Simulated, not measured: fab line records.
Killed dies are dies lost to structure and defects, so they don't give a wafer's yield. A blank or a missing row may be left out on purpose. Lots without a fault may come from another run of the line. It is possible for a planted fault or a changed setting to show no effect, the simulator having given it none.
A lot that was struck, set against a sound lot | flow sky130 | 14 steps out of a route of 708
Sound: wafers L902.1, L902.2, L902.3. Wafers struck: L918.1, L918.2, L918.3. The cause comes at the end.
Order at every step that has rows: each side's tool, ch and its chambers, its first start. Under that, the readings that differ: sound wafers | struck wafers | difference of the means | sigmas: that difference in standard deviations of wafers without a fault.
alike: a reading whose means differ by less than 2 such deviations, as well as words and numbers matching on both sides. not compared: withheld readings; readings where some wafer has no value; bounds like >300 that might hide an equal value; numbers whose values overlap and for which the record gives no deviation.
The two part at a step that has a row with sigmas, a row that says differs or no value, or rows on one side only. Numbers that don't overlap but have no deviation are shown without sigmas and don't part them. A reading missing from all wafers of one side parts the sides only when that side holds two or more wafers.

SKY_NWELL_RS_MEAS_29: measurement is done with a four-point probe.
  sound: film metro-01 at day 6 23:27; struck: film metro-03 at day 10 15:26
  alike: NWELL_RS
SKY_NWELL_RS_MEAS_31: measurement is done with a four-point probe.
  sound: film metro-01 at day 6 23:41; struck: film metro-03 at day 10 15:41
  alike: PWDE_RS
then, 7 steps without rows for these wafers: SKY_VT_ADJUST_HVTP_DEHYDRATE_00 (time 60 s); SKY_VT_ADJUST_HVTP_HMDS_01 (prime time 60 s); SKY_VT_ADJUST_HVTP_COAT_02 (resist thk 1140 nm); SKY_VT_ADJUST_HVTP_SOFTBAKE_03 (time 60 s); SKY_VT_ADJUST_HVTP_EXPOSE_04 (exposes mask HVTPM, target cd 380 nm); SKY_VT_ADJUST_HVTP_PEB_05; SKY_VT_ADJUST_HVTP_DEVELOP_06 (develop time 60 s).
SKY_VT_ADJUST_HVTP_CD_MEAS_07 targets a cd of 380 nm.
  sound: cd sem-01 at day 7 19:27; struck: cd sem-01 at day 11 15:57
  alike: cd nm
SKY_VT_ADJUST_HVTP_OVL_MEAS_08:
  sound: overlay-01 at day 7 19:34; struck: overlay-01 at day 11 16:04
  alike: VT_ADJUST_HVTP_OVL
SKY_VT_ADJUST_HVTP_IMPLANT_09:
  sound on implanter-04 ch 0, day 7 19:36; struck on implanter-03 ch 0, day 11 16:07
  reading            | sound                         | struck                        | difference | sigmas
  dose ions cm2      | 4.299e+12 4.297e+12 4.302e+12 | 4.735e+12 4.726e+12 4.741e+12 | +4.347e+11 | +97
  faraday current uA | 23.8 24.0 23.6                | 26.9 26.5 26.1                | +2.7       | +6
  alike: end station pressure torr
SKY_VT_ADJUST_HVTP_STRIP_10: strips in O2/N2.
  sound on plasma asher-04 ch 0,1, day 7 19:45; struck on plasma asher-01 ch 0,1, day 11 16:16
  alike: drypump motor current A, oes product au, strip time to endpoint s
  not compared: rf hours counter h
-- record jumps: 39 days separate the struck wafers' starts on either side; left off in module VT_ADJUST_HVTP, taken up again in module PAD_OPEN, whose first shown step is the route's number 708 --
SKY_PAD_OPEN_PROBE_99:
  sound: prober-01 at day 47 17:28; struck: prober-02 at day 50 21:25
  reading                                    | sound                | struck        | difference | sigmas
  killed at front end                        | 25 20 27             | 9 19          | -10        | -2
  model.etest.tip p.rs ohm sq                | 6859 6902 6932       | 7137 7221     | +281       |
  model.etest.pfet_01v8.r on ohm um          | 2868 2942 2915       | 2976 3001     | +80        |
  model.etest.pfet_01v8.drive ua um          | 196.3 190.2 191      | 182.3 181     | -10.8      |
  model.etest.pfet_01v8_mvt.drive ua um      | 153 150.6 152.1      | 140.3 140.7   | -11.4      |
  model.etest.pfet_01v8_hvt.drive ua um      | 145.3 143.4 142.6    | 136.7 135.9   | -7.5       |
  model.etest.pfet_01v8_mvt.off log10 a um   | -10.65 -10.77 -10.71 | -11.89 -11.99 | -1.23      |
  model.etest.pfet_01v8.off log10 a um       | -9.425 -9.919 -9.749 | -10.65 -10.96 | -1.11      |
  model.etest.sram pfet latch.off log10 a um | -12.67 -12.67 -12.77 | -13.28 -13.21 | -0.54      |
  alike: killed_at_M0_to_M3, killed_at_M4_up, killed at contacts, killed at other, killed dies, killed open, killed short

== WHERE THEY PART ==
First at SKY_VT_ADJUST_HVTP_IMPLANT_09; last, within this record, at SKY_PAD_OPEN_PROBE_99.

WHY: the cause the simulator had injected
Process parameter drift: implanter-03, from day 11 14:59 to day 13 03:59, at SKY_VT_ADJUST_HVTP_IMPLANT_09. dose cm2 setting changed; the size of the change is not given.
